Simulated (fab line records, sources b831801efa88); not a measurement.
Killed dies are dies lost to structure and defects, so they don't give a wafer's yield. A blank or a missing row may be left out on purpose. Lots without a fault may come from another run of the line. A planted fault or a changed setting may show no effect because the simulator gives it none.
Which tool did it? | flow gf180mcu | 12 lots, 36 wafers sampled, at 1 step of a route of 602

WHAT THE GAUGES READ, wafer by wafer
GF_V4_OVL_MEAS_15.
lot  | measured     | on         | V4_OVL (nm)
L478 | day 24 10:14 | overlay-02 | 8 2 14
L480 | day 25 04:38 | overlay-02 | 5 -12 4
L481 | day 25 13:31 | overlay-01 | -12 -8 -4
L482 | day 25 21:22 | overlay-01 | -4 5 1
L483 | day 26 07:44 | overlay-02 | 6 -1 4
L484 | day 26 15:14 | overlay-01 | 1 -4 -7
L486 | day 27 08:50 | overlay-02 | -3 -3 0
L490 | day 28 13:20 | overlay-02 | 4 -6 -3
L491 | day 28 16:50 | overlay-02 | 4 6 11
L499 | day 30 23:01 | overlay-01 | 5 5 6
L500 | day 31 04:52 | overlay-02 | -3 -8 -7
L501 | day 31 09:49 | overlay-01 | 4 -3 3

WHICH TOOL RAN EACH LOT (tool, then ch and the chambers of the sampled wafers, then the start)
The record holds no process step before these readings.

WHAT THE TOOLS THEMSELVES READ (means of the sampled wafers that have a number; where no wafer has one, the mark that the record gives instead)
The record holds no such reading with a usual standard deviation.

THE ANSWER, worked out from the rows above alone
Rule: what is usual is taken from the lots themselves. Put in order of their means at a reading, lots are off if they are a third of the lots or fewer, leave a main group of 4 or more, and stand apart from it by a gap of 3 or more times the standard deviation of the main group's means; of several such gaps the widest counts. A main group whose means are all the same, to the digits that the tables above print for the reading, isn't used. A lot without any number at a reading at which 4 lots or more have one is off too. The other lots that the step has rows for count as sound. The gauges are gone through in route order, then the tools' own readings, and for those a lot's mean is taken as printed above. The first step at which some lot is off is used, and at that step the reading that is off furthest; a lot without a number counts as furthest.
No lot is off at any reading shown: from this, nothing can be told.

WHAT THE SIMULATOR HAD PUT IN
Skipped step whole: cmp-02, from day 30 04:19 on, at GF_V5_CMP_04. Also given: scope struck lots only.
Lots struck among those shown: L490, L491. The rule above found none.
